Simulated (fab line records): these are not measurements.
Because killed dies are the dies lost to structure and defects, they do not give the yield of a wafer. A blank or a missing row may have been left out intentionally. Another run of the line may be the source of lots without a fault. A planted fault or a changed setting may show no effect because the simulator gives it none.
Which tool did it? / flow sky130 / 12 lots with 36 wafers sampled at 5 steps, on a route of 708 steps

== WHAT EACH GAUGE READ, for each wafer ==
SKY_NWELL_RS_MEAS_29: the measuring method here is four-point-probe.
lot=L628; measured=day 5 02:37; on=film_metro-04; NWELL_RS (ohm/sq)=623.4 623.0 624.2
lot=L631; measured=day 5 23:26; on=film_metro-01; NWELL_RS (ohm/sq)=624.8 624.8 624.7
lot=L632; measured=day 6 06:38; on=film_metro-01; NWELL_RS (ohm/sq)=625.7 624.5 626.3
lot=L637; measured=day 7 17:57; on=film_metro-04; NWELL_RS (ohm/sq)=627.8 627.4 626.0
lot=L638; measured=day 7 18:48; on=film_metro-04; NWELL_RS (ohm/sq)=624.1 623.6 625.6
lot=L639; measured=day 8 02:43; on=film_metro-03; NWELL_RS (ohm/sq)=626.4 624.4 626.4
lot=L644; measured=day 9 06:45; on=film_metro-03; NWELL_RS (ohm/sq)=622.3 624.0 624.8
lot=L645; measured=day 9 14:04; on=film_metro-03; NWELL_RS (ohm/sq)=624.5 625.6 624.8
lot=L646; measured=day 9 18:33; on=film_metro-01; NWELL_RS (ohm/sq)=624.6 625.7 625.2
lot=L647; measured=day 10 01:47; on=film_metro-04; NWELL_RS (ohm/sq)=623.0 625.3 623.8
lot=L650; measured=day 10 19:00; on=film_metro-01; NWELL_RS (ohm/sq)=625.2 627.9 626.7
lot=L651; measured=day 10 22:25; on=film_metro-03; NWELL_RS (ohm/sq)=624.3 623.4 623.3

SKY_LDD_N_OVL_MEAS_07.
lot=L628; measured=day 17 06:49; on=overlay-01; LDD_N_OVL (nm)=-1.3 -2.1 -0.6
lot=L631; measured=day 18 14:11; on=overlay-01; LDD_N_OVL (nm)=-0.2 1.8 -0.1
lot=L632; measured=day 18 22:47; on=overlay-01; LDD_N_OVL (nm)=2.2 0.4 0.3
lot=L637; measured=day 21 03:44; on=overlay-02; LDD_N_OVL (nm)=-1.5 0.0 0.0
lot=L638; measured=day 21 06:43; on=overlay-01; LDD_N_OVL (nm)=1.7 0.9 0.3
lot=L639; measured=day 21 21:02; on=overlay-01; LDD_N_OVL (nm)=-2.3 -0.7 -0.7
lot=L644; measured=day 23 11:58; on=overlay-01; LDD_N_OVL (nm)=-0.7 0.0 0.5
lot=L645; measured=day 23 21:08; on=overlay-01; LDD_N_OVL (nm)=-0.5 -1.9 -2.1
lot=L646; measured=day 24 04:35; on=overlay-02; LDD_N_OVL (nm)=-1.6 -2.6 -1.3
lot=L647; measured=day 24 11:13; on=overlay-01; LDD_N_OVL (nm)=-2.7 -1.7 -1.0
lot=L650; measured=day 25 08:16; on=overlay-02; LDD_N_OVL (nm)=-1.5 -0.5 -1.8
lot=L651; measured=day 25 16:20; on=overlay-02; LDD_N_OVL (nm)=-2.0 -0.4 -1.5

SKY_LDD_HVN_TW_MEAS_10.
lot=L628; measured=day 19 21:10; on=film_metro-02; LDD_HVN_TW=1436 1436 1428
lot=L631; measured=day 21 05:08; on=film_metro-01; LDD_HVN_TW=1444 1441 1441
lot=L632; measured=day 21 13:25; on=film_metro-04; LDD_HVN_TW=1414 1417 1422
lot=L637; measured=day 23 16:49; on=film_metro-02; LDD_HVN_TW=1454 1456 1453
lot=L638; measured=day 23 20:31; on=film_metro-04; LDD_HVN_TW=1424 1415 1414
lot=L639; measured=day 24 10:29; on=film_metro-02; LDD_HVN_TW=1480 1468 1469 1465 1482 1467
lot=L644; measured=day 26 00:10; on=film_metro-02; LDD_HVN_TW=1446 1449 1445
lot=L645; measured=day 26 08:39; on=film_metro-01; LDD_HVN_TW=1431 1429 1424
lot=L646; measured=day 26 16:25; on=film_metro-04; LDD_HVN_TW=1416 1428 1430
lot=L647; measured=day 26 22:14; on=film_metro-02; LDD_HVN_TW=1440 1453 1440
lot=L650; measured=day 27 19:35; on=film_metro-01; LDD_HVN_TW=1439 1437 1428
lot=L651; measured=day 28 02:50; on=film_metro-02; LDD_HVN_TW=1428 1431 1426

== WHICH TOOL RAN EACH LOT (tool, then ch and the chambers of the sampled wafers, then the start) ==
lot=L628; SKY_FIELD_ISO_CMP_27=cmp-02 ch 1,2,3, day 2 06:58; SKY_LDD_HVN_IMPLANT_08=implanter-02 ch 0, day 19 20:56
lot=L631; SKY_FIELD_ISO_CMP_27=cmp-02 ch 1,2,3, day 3 00:45; SKY_LDD_HVN_IMPLANT_08=implanter-02 ch 0, day 21 04:53
lot=L632; SKY_FIELD_ISO_CMP_27=cmp-02 ch 0,1,2, day 3 05:41; SKY_LDD_HVN_IMPLANT_08=implanter-04 ch 0, day 21 13:10
lot=L637; SKY_FIELD_ISO_CMP_27=cmp-01 ch 1,2,3, day 4 11:26; SKY_LDD_HVN_IMPLANT_08=implanter-02 ch 0, day 23 16:34
lot=L638; SKY_FIELD_ISO_CMP_27=cmp-01 ch 0,1,3, day 4 13:34; SKY_LDD_HVN_IMPLANT_08=implanter-03 ch 0, day 23 20:16
lot=L639; SKY_FIELD_ISO_CMP_27=cmp-01 ch 0,1,2, day 4 18:25; SKY_LDD_HVN_IMPLANT_08=implanter-02 ch 0, day 24 10:14
lot=L644; SKY_FIELD_ISO_CMP_27=cmp-02 ch 0,1,3, day 5 20:28; SKY_LDD_HVN_IMPLANT_08=implanter-04 ch 0, day 25 23:55
lot=L645; SKY_FIELD_ISO_CMP_27=cmp-01 ch 0,2, day 6 01:05; SKY_LDD_HVN_IMPLANT_08=implanter-03 ch 0, day 26 08:25
lot=L646; SKY_FIELD_ISO_CMP_27=cmp-02 ch 0,1,3, day 6 07:28; SKY_LDD_HVN_IMPLANT_08=implanter-04 ch 0, day 26 16:10
lot=L647; SKY_FIELD_ISO_CMP_27=cmp-02 ch 1,2,3, day 6 12:54; SKY_LDD_HVN_IMPLANT_08=implanter-04 ch 0, day 26 21:59
lot=L650; SKY_FIELD_ISO_CMP_27=cmp-02 ch 0,1,2, day 7 03:01; SKY_LDD_HVN_IMPLANT_08=implanter-02 ch 0, day 27 19:20
lot=L651; SKY_FIELD_ISO_CMP_27=cmp-02 ch 2,3, day 7 06:13; SKY_LDD_HVN_IMPLANT_08=implanter-03 ch 0, day 28 02:36
- SKY_FIELD_ISO_CMP_27: polishes, stops on Si3N4, t overpolish 16 s, target thk 457.8 nm.
- SKY_LDD_HVN_IMPLANT_08

== AS READ BY THE TOOLS THEMSELVES (means over the sampled wafers that have a number; for cases with no such wafer, the mark the record gives instead) ==
SKY_FIELD_ISO_CMP_27.
lot=L628; tool=cmp-02; head_pressure_psi (psi)=4.002; motor_current_A (A)=11.9; overpolish_run_s (s)=16.007; time_to_endpoint_s (s)=114
lot=L631; tool=cmp-02; head_pressure_psi (psi)=3.995; motor_current_A (A)=12.0; overpolish_run_s (s)=16.005; time_to_endpoint_s (s)=112
lot=L632; tool=cmp-02; head_pressure_psi (psi)=4.003; motor_current_A (A)=11.6; overpolish_run_s (s)=15.998; time_to_endpoint_s (s)=109
lot=L637; tool=cmp-01; head_pressure_psi (psi)=4.005; motor_current_A (A)=12.1; overpolish_run_s (s)=15.998; time_to_endpoint_s (s)=110
lot=L638; tool=cmp-01; head_pressure_psi (psi)=4.005; motor_current_A (A)=13.1; overpolish_run_s (s)=15.996; time_to_endpoint_s (s)=107
lot=L639; tool=cmp-01; head_pressure_psi (psi)=4.007; motor_current_A (A)=12.8; overpolish_run_s (s)=16.003; time_to_endpoint_s (s)=106
lot=L644; tool=cmp-02; head_pressure_psi (psi)=3.997; motor_current_A (A)=12.3; overpolish_run_s (s)=16.000; time_to_endpoint_s (s)=110
lot=L645; tool=cmp-01; head_pressure_psi (psi)=3.986; motor_current_A (A)=12.0; overpolish_run_s (s)=15.990; time_to_endpoint_s (s)=108
lot=L646; tool=cmp-02; head_pressure_psi (psi)=4.004; motor_current_A (A)=12.3; overpolish_run_s (s)=15.997; time_to_endpoint_s (s)=111
lot=L647; tool=cmp-02; head_pressure_psi (psi)=4.007; motor_current_A (A)=12.2; overpolish_run_s (s)=16.004; time_to_endpoint_s (s)=110
lot=L650; tool=cmp-02; head_pressure_psi (psi)=3.995; motor_current_A (A)=11.8; overpolish_run_s (s)=16.013; time_to_endpoint_s (s)=108
lot=L651; tool=cmp-02; head_pressure_psi (psi)=4.007; motor_current_A (A)=12.6; overpolish_run_s (s)=15.998; time_to_endpoint_s (s)=110

SKY_LDD_HVN_IMPLANT_08.
lot=L628 tool=implanter-02 beam_energy_keV=60.000
lot=L631 tool=implanter-02 beam_energy_keV=59.973
lot=L632 tool=implanter-04 beam_energy_keV=59.999
lot=L637 tool=implanter-02 beam_energy_keV=65.934
lot=L638 tool=implanter-03 beam_energy_keV=59.990
lot=L639 tool=implanter-02 beam_energy_keV=65.966
lot=L644 tool=implanter-04 beam_energy_keV=59.997
lot=L645 tool=implanter-03 beam_energy_keV=60.006
lot=L646 tool=implanter-04 beam_energy_keV=60.025
lot=L647 tool=implanter-04 beam_energy_keV=59.990
lot=L650 tool=implanter-02 beam_energy_keV=59.980
lot=L651 tool=implanter-03 beam_energy_keV=60.001

== THE ANSWER, worked out from the rows above alone ==
Rule: usual is defined by the lots themselves. Put in order of their means at a reading, lots are off if they are a third of the lots or fewer, leave a main group of 4 or more, and stand apart from it by a gap of 3 or more times the standard deviation of the main group's means; of several such gaps the widest counts. Not used: any main group whose means are identical at the precision the tables above print for the reading. Also off: a lot with no number at a reading for which 4 or more lots have one. All remaining lots with rows at the step are treated as sound. First the gauges in route order, then the tools' own readings, where a lot's mean is used as printed above. At the first step where some lot is off, the reading lying furthest off is the one used; lots without a number count as furthest.
Off: L637, L639 (SKY_LDD_HVN_IMPLANT_08, beam_energy_keV). The main group has a mean of 59.996 with a standard deviation of 0.014.
If a tool, at that step or one of the process steps before it, ran each lot that is off and ran no sound lot following the first of them, it fits. Of those tried, none fits.

== WHAT HAD BEEN PUT IN BY THE SIMULATOR ==
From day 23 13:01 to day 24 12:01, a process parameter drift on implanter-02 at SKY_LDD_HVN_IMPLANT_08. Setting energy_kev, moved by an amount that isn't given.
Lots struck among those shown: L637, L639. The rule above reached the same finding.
